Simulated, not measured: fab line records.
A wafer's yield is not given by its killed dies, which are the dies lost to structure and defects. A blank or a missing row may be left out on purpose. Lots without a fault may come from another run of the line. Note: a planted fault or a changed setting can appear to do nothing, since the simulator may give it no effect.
fab line records / flow gf180mcu / part 2 of 2: steps 26 to 35 of 35
record lots=5 wafers=15 last_day=33
route steps=602 shown MVSD@136 NWELL@137 LVPWELL@138 MVPSD@139 VT_IMPLANT@140 DUAL_GATE@141 POLY_GATE@157
lots with no fault: from the same line, run without faults
start_h: hours from the record's first day to the start of the lot's first wafer shown / wait_h: hours from the lot's prior step to this one / " identical to the entry in the row above / L1.1+2: a single row standing in for several wafers / - either no value or no given start / * or withheld: withheld / < > ~ a bound
route shown NAME@n: a module of which the file shows steps, and the number in the route of the first / usual: mean/standard deviation of fault-free wafers / same: alike in all rows / chamber/n: place in a boat / sites: readings site by site / _std_site: standard deviation across them / _edge_site: outer sites' mean less inner sites' / radius_mm: for every site, how far away it sits from the centre of the wafer / mask NAME#n: copy n / behind: the most recent tool/chamber to have shaped the wafer / hold: why the lot went on hold/how many hours it stayed there/how the hold came to an end / device: the n, p or np transistor that did not switch / end of line: the route-end tests of the same wafers / for a step that has no rows: nothing shown but its recipe / killed: the dies lost at the first sort to structure and to defects; this is not the yield of the wafer / map: dies across one wafer; x = killed, . = not, _ = none there
set.NAME: setting as actually run; set.NAME@STEP: the setting as run at that earlier step / model.NAME: the simulator's own value behind a step, which no gauge read
a table for each step, a row for each wafer; lots at some steps of the route
services: the hour from which a tool's chamber was out of use, counted from the record's first day as start_h (under 0 if before that day), plus the number of hours and why
## steps
# step GF_POLY_GATE_COAT_04
# recipe resist=BARC temp_c=withheld time_s=withheld spin_rpm=withheld resist_thk_nm=withheld
# usual exhaust_pa=45.0/0.89
lot.wafer=L077.2 tool=litho_track-01 chamber=0 start_h=210.63 wait_h=0.1 exhaust_pa=46.0
lot.wafer=L077.3 tool=litho_track-01 chamber=0 start_h=210.63 wait_h=0.1 exhaust_pa=45.1
lot.wafer=L077.4 tool=litho_track-01 chamber=0 start_h=210.63 wait_h=0.1 exhaust_pa=44.5
lot.wafer=L082.1 tool=litho_track-02 chamber=0 start_h=244.47 wait_h=0.1 exhaust_pa=45.7
lot.wafer=L082.4 tool=litho_track-02 chamber=0 start_h=244.47 wait_h=0.1 exhaust_pa=45.0
lot.wafer=L082.5 tool=litho_track-02 chamber=0 start_h=244.47 wait_h=0.1 exhaust_pa=45.9
lot.wafer=L083.1 tool=litho_track-02 chamber=0 start_h=254.02 wait_h=0.1 exhaust_pa=44.8
lot.wafer=L083.3 tool=litho_track-02 chamber=0 start_h=254.02 wait_h=0.1 exhaust_pa=44.6
lot.wafer=L083.5 tool=litho_track-02 chamber=0 start_h=254.02 wait_h=0.1 exhaust_pa=45.3
lot.wafer=L084.1 tool=litho_track-02 chamber=0 start_h=257.87 wait_h=0.1 exhaust_pa=44.6
lot.wafer=L084.2 tool=litho_track-02 chamber=0 start_h=257.87 wait_h=0.1 exhaust_pa=43.3
lot.wafer=L084.6 tool=litho_track-02 chamber=0 start_h=257.87 wait_h=0.1 exhaust_pa=43.6
lot.wafer=L091.3 tool=litho_track-03 chamber=0 start_h=305.88 wait_h=0.1 exhaust_pa=44.1
lot.wafer=L091.4 tool=litho_track-03 chamber=0 start_h=305.88 wait_h=0.1 exhaust_pa=44.6
lot.wafer=L091.6 tool=litho_track-03 chamber=0 start_h=305.88 wait_h=0.1 exhaust_pa=44.4
# step GF_POLY_GATE_COAT_05
# recipe resist=KrF spin_rpm=withheld resist_thk_nm=700
# usual exhaust_pa=45.1/0.86
lot.wafer=L077.2 tool=litho_track-01 chamber=0 start_h=- wait_h=- exhaust_pa=45.6
lot.wafer=L077.3 tool=litho_track-01 chamber=0 start_h=- wait_h=- exhaust_pa=43.9
lot.wafer=L077.4 tool=litho_track-01 chamber=0 start_h=- wait_h=- exhaust_pa=46.2
lot.wafer=L082.1 tool=litho_track-02 chamber=0 start_h=- wait_h=- exhaust_pa=44.5
lot.wafer=L082.4 tool=litho_track-02 chamber=0 start_h=- wait_h=- exhaust_pa=46.3
lot.wafer=L082.5 tool=litho_track-02 chamber=0 start_h=- wait_h=- exhaust_pa=44.3
lot.wafer=L083.1 tool=litho_track-02 chamber=0 start_h=- wait_h=- exhaust_pa=44.7
lot.wafer=L083.3 tool=litho_track-02 chamber=0 start_h=- wait_h=- exhaust_pa=44.9
lot.wafer=L083.5 tool=litho_track-02 chamber=0 start_h=- wait_h=- exhaust_pa=44.0
lot.wafer=L084.1 tool=litho_track-02 chamber=0 start_h=- wait_h=- exhaust_pa=44.3
lot.wafer=L084.2 tool=litho_track-02 chamber=0 start_h=- wait_h=- exhaust_pa=44.8
lot.wafer=L084.6 tool=litho_track-02 chamber=0 start_h=- wait_h=- exhaust_pa=45.2
lot.wafer=L091.3 tool=litho_track-03 chamber=0 start_h=- wait_h=- exhaust_pa=45.8
lot.wafer=L091.4 tool=litho_track-03 chamber=0 start_h=- wait_h=- exhaust_pa=46.9
lot.wafer=L091.6 tool=litho_track-03 chamber=0 start_h=- wait_h=- exhaust_pa=46.3
# step GF_POLY_GATE_SOFTBAKE_06
# recipe temp_c=130 time_s=60 resist=KrF
# usual exhaust_pa=44.8/0.84 plate_temp_C=130.02/0.13
lot.wafer=L077.2 tool=litho_track-01 chamber=0 start_h=- wait_h=- exhaust_pa=44.2 plate_temp_C=130.05
lot.wafer=L077.3 tool=litho_track-01 chamber=0 start_h=- wait_h=- exhaust_pa=43.5 plate_temp_C=130.13
lot.wafer=L077.4 tool=litho_track-01 chamber=0 start_h=- wait_h=- exhaust_pa=43.6 plate_temp_C=130.21
lot.wafer=L082.1 tool=litho_track-02 chamber=0 start_h=- wait_h=- exhaust_pa=44.9 plate_temp_C=129.79
lot.wafer=L082.4 tool=litho_track-02 chamber=0 start_h=- wait_h=- exhaust_pa=45.8 plate_temp_C=129.83
lot.wafer=L082.5 tool=litho_track-02 chamber=0 start_h=- wait_h=- exhaust_pa=45.0 plate_temp_C=129.77
lot.wafer=L083.1 tool=litho_track-02 chamber=0 start_h=- wait_h=- exhaust_pa=44.7 plate_temp_C=130.17
lot.wafer=L083.3 tool=litho_track-02 chamber=0 start_h=- wait_h=- exhaust_pa=43.8 plate_temp_C=130.15
lot.wafer=L083.5 tool=litho_track-02 chamber=0 start_h=- wait_h=- exhaust_pa=43.9 plate_temp_C=129.82
lot.wafer=L084.1 tool=litho_track-02 chamber=0 start_h=- wait_h=- exhaust_pa=45.4 plate_temp_C=130.21
lot.wafer=L084.2 tool=litho_track-02 chamber=0 start_h=- wait_h=- exhaust_pa=46.0 plate_temp_C=129.99
lot.wafer=L084.6 tool=litho_track-02 chamber=0 start_h=- wait_h=- exhaust_pa=45.9 plate_temp_C=129.78
lot.wafer=L091.3 tool=litho_track-03 chamber=0 start_h=- wait_h=- exhaust_pa=44.1 plate_temp_C=130.02
lot.wafer=L091.4 tool=litho_track-03 chamber=0 start_h=- wait_h=- exhaust_pa=45.8 plate_temp_C=130.08
lot.wafer=L091.6 tool=litho_track-03 chamber=0 start_h=- wait_h=- exhaust_pa=46.0 plate_temp_C=130.11
# step GF_POLY_GATE_EXPOSE_07
# recipe mask_id=Poly2 target_cd_nm=280 na=0.68 source_shape=conventional sigma_outer=0.6 dose_mj=28
lot.wafer=L077.2+3+4 tool=krf_scanner-02 chamber=0 start_h=- wait_h=- mask=Poly2#0
lot.wafer=L082.1+4+5 tool=krf_scanner-02 chamber=0 start_h=- wait_h=- mask=Poly2#0
lot.wafer=L083.1+3+5 tool=krf_scanner-01 chamber=0 start_h=- wait_h=- mask=Poly2#0
lot.wafer=L084.1+2+6 tool=krf_scanner-01 chamber=0 start_h=- wait_h=- mask=Poly2#0
lot.wafer=L091.3+4+6 tool=krf_scanner-01 chamber=0 start_h=- wait_h=- mask=Poly2#0
# step GF_POLY_GATE_PEB_08
# recipe peb_temp_c=136.3 peb_time_s=90 resist=KrF
# usual exhaust_pa=45.1/0.95 plate_temp_C=136.29/0.17
lot.wafer=L077.2 tool=litho_track-02 chamber=0 start_h=- wait_h=- exhaust_pa=44.4 plate_temp_C=136.32
lot.wafer=L077.3 tool=litho_track-02 chamber=0 start_h=- wait_h=- exhaust_pa=44.3 plate_temp_C=136.30
lot.wafer=L077.4 tool=litho_track-02 chamber=0 start_h=- wait_h=- exhaust_pa=45.6 plate_temp_C=136.22
lot.wafer=L082.1 tool=litho_track-01 chamber=0 start_h=- wait_h=- exhaust_pa=45.2 plate_temp_C=136.26
lot.wafer=L082.4 tool=litho_track-01 chamber=0 start_h=- wait_h=- exhaust_pa=44.5 plate_temp_C=136.35
lot.wafer=L082.5 tool=litho_track-01 chamber=0 start_h=- wait_h=- exhaust_pa=43.6 plate_temp_C=136.33
lot.wafer=L083.1 tool=litho_track-02 chamber=0 start_h=- wait_h=- exhaust_pa=47.0 plate_temp_C=136.38
lot.wafer=L083.3 tool=litho_track-02 chamber=0 start_h=- wait_h=- exhaust_pa=46.1 plate_temp_C=136.25
lot.wafer=L083.5 tool=litho_track-02 chamber=0 start_h=- wait_h=- exhaust_pa=45.8 plate_temp_C=136.41
lot.wafer=L084.1 tool=litho_track-03 chamber=0 start_h=- wait_h=- exhaust_pa=45.3 plate_temp_C=136.17
lot.wafer=L084.2 tool=litho_track-03 chamber=0 start_h=- wait_h=- exhaust_pa=46.0 plate_temp_C=136.26
lot.wafer=L084.6 tool=litho_track-03 chamber=0 start_h=- wait_h=- exhaust_pa=45.0 plate_temp_C=136.32
lot.wafer=L091.3 tool=litho_track-01 chamber=0 start_h=- wait_h=- exhaust_pa=43.4 plate_temp_C=136.27
lot.wafer=L091.4 tool=litho_track-01 chamber=0 start_h=- wait_h=- exhaust_pa=45.0 plate_temp_C=136.39
lot.wafer=L091.6 tool=litho_track-01 chamber=0 start_h=- wait_h=- exhaust_pa=44.8 plate_temp_C=136.28
# step GF_POLY_GATE_DEVELOP_09
# recipe develop_time_s=60 resist=KrF dev_temp_c=21
# usual exhaust_pa=45.0/0.94
lot.wafer=L077.2 tool=litho_track-02 chamber=0 start_h=219.20 wait_h=0.2 exhaust_pa=44.6
lot.wafer=L077.3 tool=litho_track-02 chamber=0 start_h=219.20 wait_h=0.2 exhaust_pa=44.1
lot.wafer=L077.4 tool=litho_track-02 chamber=0 start_h=219.20 wait_h=0.2 exhaust_pa=45.0
lot.wafer=L082.1 tool=litho_track-01 chamber=0 start_h=254.01 wait_h=0.2 exhaust_pa=43.9
lot.wafer=L082.4 tool=litho_track-01 chamber=0 start_h=254.01 wait_h=0.2 exhaust_pa=43.7
lot.wafer=L082.5 tool=litho_track-01 chamber=0 start_h=254.01 wait_h=0.2 exhaust_pa=44.7
lot.wafer=L083.1 tool=litho_track-02 chamber=0 start_h=263.37 wait_h=0.2 exhaust_pa=45.3
lot.wafer=L083.3 tool=litho_track-02 chamber=0 start_h=263.37 wait_h=0.2 exhaust_pa=44.5
lot.wafer=L083.5 tool=litho_track-02 chamber=0 start_h=263.37 wait_h=0.2 exhaust_pa=45.8
lot.wafer=L084.1 tool=litho_track-03 chamber=0 start_h=267.78 wait_h=0.2 exhaust_pa=44.4
lot.wafer=L084.2 tool=litho_track-03 chamber=0 start_h=267.78 wait_h=0.2 exhaust_pa=44.2
lot.wafer=L084.6 tool=litho_track-03 chamber=0 start_h=267.78 wait_h=0.2 exhaust_pa=44.1
lot.wafer=L091.3 tool=litho_track-01 chamber=0 start_h=316.20 wait_h=0.1 exhaust_pa=46.5
lot.wafer=L091.4 tool=litho_track-01 chamber=0 start_h=316.20 wait_h=0.1 exhaust_pa=47.0
lot.wafer=L091.6 tool=litho_track-01 chamber=0 start_h=316.20 wait_h=0.1 exhaust_pa=45.5
# step GF_POLY_GATE_CD_MEAS_10
# recipe target_cd_nm=280
# usual cd_nm=280.0/1.3
lot.wafer=L077.2 tool=cd_sem-01 chamber=- start_h=219.34 wait_h=0.1 cd_nm=279.4
lot.wafer=L077.3 tool=cd_sem-01 chamber=- start_h=219.34 wait_h=0.1 cd_nm=280.0
lot.wafer=L077.4 tool=cd_sem-01 chamber=- start_h=219.34 wait_h=0.1 cd_nm=278.5
lot.wafer=L082.1 tool=cd_sem-02 chamber=- start_h=254.16 wait_h=0.1 cd_nm=280.2
lot.wafer=L082.4 tool=cd_sem-02 chamber=- start_h=254.16 wait_h=0.1 cd_nm=281.0
lot.wafer=L082.5 tool=cd_sem-02 chamber=- start_h=254.16 wait_h=0.1 cd_nm=280.0
lot.wafer=L083.1 tool=cd_sem-02 chamber=- start_h=263.52 wait_h=0.1 cd_nm=279.2
lot.wafer=L083.3 tool=cd_sem-02 chamber=- start_h=263.52 wait_h=0.1 cd_nm=279.2
lot.wafer=L083.5 tool=cd_sem-02 chamber=- start_h=263.52 wait_h=0.1 cd_nm=280.3
lot.wafer=L084.1 tool=cd_sem-01 chamber=- start_h=267.93 wait_h=0.1 cd_nm=281.7
lot.wafer=L084.2 tool=cd_sem-01 chamber=- start_h=267.93 wait_h=0.1 cd_nm=281.5
lot.wafer=L084.6 tool=cd_sem-01 chamber=- start_h=267.93 wait_h=0.1 cd_nm=281.0
lot.wafer=L091.3 tool=cd_sem-02 chamber=- start_h=316.34 wait_h=0.1 cd_nm=278.7
lot.wafer=L091.4 tool=cd_sem-02 chamber=- start_h=316.34 wait_h=0.1 cd_nm=278.9
lot.wafer=L091.6 tool=cd_sem-02 chamber=- start_h=316.34 wait_h=0.1 cd_nm=279.1
# step GF_POLY_GATE_OVL_MEAS_11
# usual POLY_GATE_OVL=1/4.9
lot.wafer=L077.2 tool=overlay-01 chamber=- start_h=219.45 wait_h=0.1 POLY_GATE_OVL[nm]=9
lot.wafer=L077.3 tool=overlay-01 chamber=- start_h=219.45 wait_h=0.1 POLY_GATE_OVL[nm]=0
lot.wafer=L077.4 tool=overlay-01 chamber=- start_h=219.45 wait_h=0.1 POLY_GATE_OVL[nm]=0
lot.wafer=L082.1 tool=overlay-01 chamber=- start_h=254.28 wait_h=0.1 POLY_GATE_OVL[nm]=7
lot.wafer=L082.4 tool=overlay-01 chamber=- start_h=254.28 wait_h=0.1 POLY_GATE_OVL[nm]=1
lot.wafer=L082.5 tool=overlay-01 chamber=- start_h=254.28 wait_h=0.1 POLY_GATE_OVL[nm]=5
lot.wafer=L083.1 tool=overlay-02 chamber=- start_h=263.64 wait_h=0.1 POLY_GATE_OVL[nm]=1
lot.wafer=L083.3 tool=overlay-02 chamber=- start_h=263.64 wait_h=0.1 POLY_GATE_OVL[nm]=0
lot.wafer=L083.5 tool=overlay-02 chamber=- start_h=263.64 wait_h=0.1 POLY_GATE_OVL[nm]=4
lot.wafer=L084.1 tool=overlay-01 chamber=- start_h=268.05 wait_h=0.1 POLY_GATE_OVL[nm]=-7
lot.wafer=L084.2 tool=overlay-01 chamber=- start_h=268.05 wait_h=0.1 POLY_GATE_OVL[nm]=1
lot.wafer=L084.6 tool=overlay-01 chamber=- start_h=268.05 wait_h=0.1 POLY_GATE_OVL[nm]=0
lot.wafer=L091.3 tool=overlay-02 chamber=- start_h=316.44 wait_h=0.1 POLY_GATE_OVL[nm]=5
lot.wafer=L091.4 tool=overlay-02 chamber=- start_h=316.44 wait_h=0.1 POLY_GATE_OVL[nm]=-4
lot.wafer=L091.6 tool=overlay-02 chamber=- start_h=316.44 wait_h=0.1 POLY_GATE_OVL[nm]=1
# step GF_POLY_GATE_ETCH_12
# recipe chemistry=N2/H2 target_depth_a=withheld overetch_a=withheld time_s=withheld target=BARC ion_energy_ev=200 source_w=500 bias_w=100 pressure_mtorr=30 n2_flow_sccm=100 h2_flow_sccm=200
# usual drypump_motor_current_A=5.7/0.56 oes_product_au=0.736/0.0042 throttle_valve_pct=13.215/0.0086
lot.wafer=L077.2 tool=rie_diel-04 chamber=0 start_h=219.48 wait_h=0.0 drypump_motor_current_A=4.9 oes_product_au=0.738 throttle_valve_pct=13.208
lot.wafer=L077.3 tool=rie_diel-04 chamber=2 start_h=219.48 wait_h=0.0 drypump_motor_current_A=5.8 oes_product_au=0.739 throttle_valve_pct=13.206
lot.wafer=L077.4 tool=rie_diel-04 chamber=1 start_h=219.48 wait_h=0.0 drypump_motor_current_A=6.0 oes_product_au=0.731 throttle_valve_pct=13.219
lot.wafer=L082.1 tool=rie_diel-02 chamber=2 start_h=254.31 wait_h=0.0 drypump_motor_current_A=6.6 oes_product_au=0.740 throttle_valve_pct=13.221
lot.wafer=L082.4 tool=rie_diel-02 chamber=1 start_h=254.31 wait_h=0.0 drypump_motor_current_A=5.9 oes_product_au=0.740 throttle_valve_pct=13.220
lot.wafer=L082.5 tool=rie_diel-02 chamber=0 start_h=254.31 wait_h=0.0 drypump_motor_current_A=6.0 oes_product_au=0.735 throttle_valve_pct=13.212
lot.wafer=L083.1 tool=rie_diel-02 chamber=2 start_h=263.68 wait_h=0.0 drypump_motor_current_A=6.6 oes_product_au=0.738 throttle_valve_pct=13.214
lot.wafer=L083.3 tool=rie_diel-02 chamber=1 start_h=263.68 wait_h=0.0 drypump_motor_current_A=5.9 oes_product_au=0.736 throttle_valve_pct=13.214
lot.wafer=L083.5 tool=rie_diel-02 chamber=3 start_h=263.68 wait_h=0.0 drypump_motor_current_A=4.9 oes_product_au=0.738 throttle_valve_pct=13.200
lot.wafer=L084.1 tool=rie_diel-04 chamber=3 start_h=268.08 wait_h=0.0 drypump_motor_current_A=5.5 oes_product_au=0.733 throttle_valve_pct=13.211
lot.wafer=L084.2 tool=rie_diel-04 chamber=0 start_h=268.08 wait_h=0.0 drypump_motor_current_A=4.9 oes_product_au=0.739 throttle_valve_pct=13.203
lot.wafer=L084.6 tool=rie_diel-04 chamber=0 start_h=268.08 wait_h=0.0 drypump_motor_current_A=4.8 oes_product_au=0.732 throttle_valve_pct=13.200
lot.wafer=L091.3 tool=rie_diel-02 chamber=1 start_h=316.46 wait_h=0.0 drypump_motor_current_A=5.9 oes_product_au=0.738 throttle_valve_pct=13.208
lot.wafer=L091.4 tool=rie_diel-02 chamber=2 start_h=316.46 wait_h=0.0 drypump_motor_current_A=6.7 oes_product_au=0.732 throttle_valve_pct=13.221
lot.wafer=L091.6 tool=rie_diel-02 chamber=0 start_h=316.46 wait_h=0.0 drypump_motor_current_A=6.0 oes_product_au=0.737 throttle_valve_pct=13.215
# step GF_POLY_GATE_ETCH_13
# recipe target=poly-Si target_depth_nm=198.5 stop_on=SiO2 over_etch_frac=0.403 chemistry=HBr/Cl2 icp_w=400 bias_w=100 pressure_mtorr=10 HBr_flow_sccm=150 Cl2_flow_sccm=50 time_s=69.6
# usual drypump_motor_current_A=6.0/0.32 oes_product_au=0.993/0.007 throttle_valve_pct=33.684/0.0091
lot.wafer=L077.2 tool=rie_si-01 chamber=0 start_h=219.53 wait_h=- drypump_motor_current_A=5.6 oes_product_au=0.989 rf_hours_counter_h=1 throttle_valve_pct=33.678
lot.wafer=L077.3 tool=rie_si-01 chamber=3 start_h=219.53 wait_h=- drypump_motor_current_A=5.7 oes_product_au=0.998 rf_hours_counter_h=0 throttle_valve_pct=33.693
lot.wafer=L077.4 tool=rie_si-01 chamber=2 start_h=219.53 wait_h=- drypump_motor_current_A=6.4 oes_product_au=0.993 rf_hours_counter_h=113 throttle_valve_pct=33.683
lot.wafer=L082.1 tool=rie_si-02 chamber=0 start_h=254.36 wait_h=- drypump_motor_current_A=5.7 oes_product_au=1.003 rf_hours_counter_h=1 throttle_valve_pct=33.708
lot.wafer=L082.4 tool=rie_si-02 chamber=1 start_h=254.36 wait_h=- drypump_motor_current_A=6.4 oes_product_au=0.990 rf_hours_counter_h=43 throttle_valve_pct=33.686
lot.wafer=L082.5 tool=rie_si-02 chamber=3 start_h=254.36 wait_h=- drypump_motor_current_A=6.3 oes_product_au=0.985 rf_hours_counter_h=- throttle_valve_pct=33.702
lot.wafer=L083.1 tool=rie_si-01 chamber=1 start_h=263.73 wait_h=- drypump_motor_current_A=6.0 oes_product_au=1.001 rf_hours_counter_h=95 throttle_valve_pct=33.688
lot.wafer=L083.3 tool=rie_si-01 chamber=0 start_h=263.73 wait_h=- drypump_motor_current_A=5.6 oes_product_au=0.990 rf_hours_counter_h=1 throttle_valve_pct=33.680
lot.wafer=L083.5 tool=rie_si-01 chamber=0 start_h=263.73 wait_h=- drypump_motor_current_A=5.6 oes_product_au=0.985 rf_hours_counter_h=- throttle_valve_pct=33.680
lot.wafer=L084.1 tool=rie_si-01 chamber=3 start_h=268.14 wait_h=- drypump_motor_current_A=5.6 oes_product_au=0.995 rf_hours_counter_h=1 throttle_valve_pct=33.687
lot.wafer=L084.2 tool=rie_si-01 chamber=1 start_h=268.14 wait_h=- drypump_motor_current_A=6.0 oes_product_au=0.996 rf_hours_counter_h=95 throttle_valve_pct=33.684
lot.wafer=L084.6 tool=rie_si-01 chamber=1 start_h=268.14 wait_h=- drypump_motor_current_A=6.0 oes_product_au=0.989 rf_hours_counter_h=- throttle_valve_pct=33.689
lot.wafer=L091.3 tool=rie_si-01 chamber=0 start_h=316.51 wait_h=- drypump_motor_current_A=5.6 oes_product_au=0.995 rf_hours_counter_h=2 throttle_valve_pct=33.672
lot.wafer=L091.4 tool=rie_si-01 chamber=3 start_h=316.51 wait_h=- drypump_motor_current_A=5.7 oes_product_au=1.004 rf_hours_counter_h=1 throttle_valve_pct=33.677
lot.wafer=L091.6 tool=rie_si-01 chamber=3 start_h=316.51 wait_h=- drypump_motor_current_A=5.7 oes_product_au=1.007 rf_hours_counter_h=- throttle_valve_pct=33.695
## services
tool=krf_scanner-02 chamber=- start_h=156.78 hours=0.8 kind=pm
tool=krf_scanner-02 chamber=- start_h=180.42 hours=12.0 kind=repair
tool=krf_scanner-01 chamber=- start_h=181.30 hours=7.7 kind=repair
tool=rie_diel-02 chamber=3 start_h=183.01 hours=5.4 kind=repair
tool=lpcvd-02 chamber=- start_h=197.06 hours=2.2 kind=repair
tool=iline_stepper-02 chamber=- start_h=198.94 hours=8.9 kind=pm
tool=krf_scanner-02 chamber=- start_h=204.53 hours=4.3 kind=repair
tool=furnace-01 chamber=- start_h=208.70 hours=3.7 kind=pm
tool=krf_scanner-01 chamber=- start_h=208.86 hours=4.0 kind=pm
tool=rie_si-01 chamber=0 start_h=210.03 hours=7.8 kind=repair
tool=krf_scanner-01 chamber=- start_h=213.39 hours=0.3 kind=repair
tool=krf_scanner-01 chamber=- start_h=218.68 hours=1.3 kind=pm
tool=rie_diel-02 chamber=0 start_h=221.62 hours=6.9 kind=repair
tool=rie_si-01 chamber=- start_h=222.78 hours=2.8 kind=pm
tool=krf_scanner-01 chamber=- start_h=232.98 hours=1.0 kind=pm
tool=iline_stepper-02 chamber=- start_h=234.21 hours=1.7 kind=pm
tool=furnace-02 chamber=- start_h=235.25 hours=3.0 kind=pm
tool=rie_si-01 chamber=- start_h=235.34 hours=14.6 kind=pm
tool=krf_scanner-01 chamber=- start_h=237.94 hours=0.8 kind=pm
tool=rie_diel-02 chamber=2 start_h=270.51 hours=34.5 kind=repair
tool=rie_si-01 chamber=0 start_h=271.19 hours=5.4 kind=repair
tool=plasma_asher-03 chamber=- start_h=283.11 hours=2.0 kind=repair
tool=rie_si-01 chamber=0 start_h=287.07 hours=5.8 kind=repair
tool=furnace-02 chamber=- start_h=299.96 hours=7.4 kind=pm
